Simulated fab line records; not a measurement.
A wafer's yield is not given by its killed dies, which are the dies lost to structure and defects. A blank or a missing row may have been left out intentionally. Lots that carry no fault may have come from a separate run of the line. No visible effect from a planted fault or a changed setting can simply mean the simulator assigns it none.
The tool behind it: which one? :: flow sky130 :: 12 lots, 36 wafers sampled, at 2 steps of a route of 708

WHAT THE GAUGES SHOWED, per wafer
SKY_METAL2_OVL_MEAS_16.
lot: L078
measured: day 36 20:28
on: overlay-02
METAL2_OVL (nm): 2 0 3

lot: L074
measured: day 37 02:10
on: overlay-02
METAL2_OVL (nm): 0 2 1

lot: L080
measured: day 37 11:31
on: overlay-01
METAL2_OVL (nm): 5 4 0

lot: L081
measured: day 37 18:02
on: overlay-01
METAL2_OVL (nm): 0 1 2

lot: L083
measured: day 38 11:53
on: overlay-01
METAL2_OVL (nm): -1 2 2

lot: L085
measured: day 38 21:55
on: overlay-02
METAL2_OVL (nm): 8 7 9

lot: L087
measured: day 39 11:32
on: overlay-02
METAL2_OVL (nm): -11 -2 1

lot: L089
measured: day 40 00:49
on: overlay-02
METAL2_OVL (nm): 8 9 10

lot: L091
measured: day 40 14:40
on: overlay-02
METAL2_OVL (nm): 22 19 16

lot: L093
measured: day 41 03:22
on: overlay-01
METAL2_OVL (nm): 7 -3 0

lot: L095
measured: day 41 21:59
on: overlay-01
METAL2_OVL (nm): -1 -3 -3

lot: L097
measured: day 42 06:35
on: overlay-01
METAL2_OVL (nm): 4 6 6

EACH LOT AND THE TOOL THAT RAN IT (in order: tool; ch and the chambers of the sampled wafers; start)
lot: L078
SKY_METAL1_SPUTTER_00: pvdSputter-01, day 33 09:14

lot: L074
SKY_METAL1_SPUTTER_00: pvdSputter-04, day 33 15:29

lot: L080
SKY_METAL1_SPUTTER_00: pvdSputter-01, day 34 02:10

lot: L081
SKY_METAL1_SPUTTER_00: pvdSputter-02, day 34 07:04

lot: L083
SKY_METAL1_SPUTTER_00: pvdSputter-01, day 35 03:29

lot: L085
SKY_METAL1_SPUTTER_00: pvdSputter-01, day 35 12:14

lot: L087
SKY_METAL1_SPUTTER_00: pvdSputter-02, day 36 04:32

lot: L089
SKY_METAL1_SPUTTER_00: pvdSputter-04, day 36 18:02

lot: L091
SKY_METAL1_SPUTTER_00: pvdSputter-04, day 37 09:29

lot: L093
SKY_METAL1_SPUTTER_00: pvdSputter-02, day 37 23:25

lot: L095
SKY_METAL1_SPUTTER_00: pvdSputter-02, day 38 16:55

lot: L097
SKY_METAL1_SPUTTER_00: pvdSputter-04, day 39 03:38
- SKY_METAL1_SPUTTER_00: material Ti, target thk 15 nm, time 10 s.

THE ANSWER, worked out from the rows above alone
Rule: usual is defined by the lots themselves. The widest of any qualifying gaps counts: lots, ordered by their means at a reading, are off when they make up no more than a third of the lots, leave a main group of 4 or more, and stand apart from it by 3 or more times the standard deviation of that group's means. The tables above print the reading to a certain number of digits; a main group whose means all agree to those digits is not used. Also off: a lot with no number at a reading for which 4 or more lots have one. All remaining lots with rows at the step are treated as sound.
Nothing can be told from this: no lot is off at any reading shown.

WHAT HAD BEEN PUT IN BY THE SIMULATOR
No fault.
